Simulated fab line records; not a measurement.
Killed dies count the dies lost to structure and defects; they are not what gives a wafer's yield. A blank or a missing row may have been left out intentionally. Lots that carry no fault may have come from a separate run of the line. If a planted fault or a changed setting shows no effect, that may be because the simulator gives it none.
Struck lot and sound lot, side by side	flow sfq line	14 steps out of a route of 325
Sound: wafers L765.1, L765.5, L765.6. Struck: wafers L776.1, L776.3. (L776.5 of the same lot was not struck and is left out.) The cause comes at the end.
For every step that has rows: the tool of each side, followed by ch and its chambers, followed by its first start. Under that, the readings that differ: sound wafers	struck wafers	difference of the means	sigmas: that difference in standard deviations of wafers without a fault.
alike: words and numbers the same on both sides, and readings whose means are apart by under 2 such deviations; not compared: readings that were withheld, readings missing a value for some wafer, numbers with overlapping values and no deviation given by the record, and bounds like >300 which may hide the same value.
The two part at a step that has a row with sigmas, a row that says differs or no value, or rows on one side only. Numbers that have no deviation but don't overlap get no sigmas and don't part them. A reading that every wafer of one side lacks parts them only if that side has two wafers or more.

first, 2 steps without rows for these wafers: SFQ_TRILAYER_I0_VIA_STRIP_SOLV_CLEAN_036 (cleans in NMP, time 600 s); SFQ_TRILAYER_M1_DEP_PRE_CLEAN_038 (time 22.5 s).
SFQ_TRILAYER_M1_DEP_SPUTTER_037: material Nb, target thk 200 nm, time 133.3 s.
  struck on pvd sputter-03, day 25 18:15; sound on pvd sputter-05, day 20 19:35
  alike: throttle valve pct
SFQ_M1_RS_MEAS_909: a four-point-probe measurement.
  struck on film metro-04, day 25 18:20; sound on film metro-01, day 20 19:40
reading	sound	struck	difference	sigmas
M1_NB_RS (ohm/sq)	0.905 0.898 0.900	0.878 0.879	-0.022	-2
then, 6 steps without rows for these wafers: SFQ_TRILAYER_M1_LITHO_COAT_044 (resist thk 62 nm); SFQ_TRILAYER_M1_LITHO_COAT_039 (resist thk 600 nm); SFQ_TRILAYER_M1_LITHO_SOFTBAKE_043; SFQ_TRILAYER_M1_LITHO_EXPOSE_040 (exposes mask M1, target cd 500 nm); SFQ_TRILAYER_M1_LITHO_PEB_042 (peb time 60 s); SFQ_TRILAYER_M1_LITHO_DEVELOP_041 (time 60 s).
-- the record jumps here: 5 days lie between the struck wafers' starts before and after --
SFQ_M1_OVL_MEAS_911:
  struck on overlay-01, day 30 21:58; sound on overlay-01, day 27 02:40
  alike: M1_OVL
SFQ_TRILAYER_M1_BARC_OPEN_METAL_ETCH_054: etches BARC in O2, target depth 125 nm, time 41.7 s.
  sound on rie metal-04 ch 0,1, day 27 02:41; struck on rie metal-04 ch 1, day 30 21:59
reading	sound	struck	difference	sigmas
rf fwd power W (W)	593.5 594.5 585.5	498.4 500.0	-92.0	-34
model.KrF_of_TRILAYER_M1_LITHO_COAT_039.thk nm (nm)	523.7 522.4 521.9	528.3 529.6	+6.3	
  alike: drypump motor current A, oes product au
  not compared: rf hours counter h
SFQ_TRILAYER_M1_ETCH_METAL_ETCH_042: etches Nb in Cl2/Ar, stops on SiO2, target depth 240 nm, time 120 s.
  sound on rie metal-04 ch 0,1, day 27 02:45; struck on rie metal-04 ch 1, day 30 22:03
reading	sound	struck	difference	sigmas
model.KrF_of_TRILAYER_M1_LITHO_COAT_039.thk nm (nm)	382.9 383.3 383.8	384.4 386.3	+2.0	
  alike: drypump motor current A, oes product au, rf fwd power W
  not compared: rf hours counter h
SFQ_TRILAYER_M1_STRIP_STRIP_043: strips in O2.
  sound on rie metal-04 ch 0,1, day 27 02:53; struck on rie metal-04 ch 1, day 30 22:11
reading	sound	struck	difference	sigmas
oes product au (a.u.)	0.993 0.992 0.981	1.008 1.011	+0.021	+3
  alike: drypump motor current A
  not compared: rf hours counter h

## WHERE THEY PART
First at SFQ_M1_RS_MEAS_909; last, within this record, at SFQ_TRILAYER_M1_STRIP_STRIP_043.

WHY: the cause the simulator had injected
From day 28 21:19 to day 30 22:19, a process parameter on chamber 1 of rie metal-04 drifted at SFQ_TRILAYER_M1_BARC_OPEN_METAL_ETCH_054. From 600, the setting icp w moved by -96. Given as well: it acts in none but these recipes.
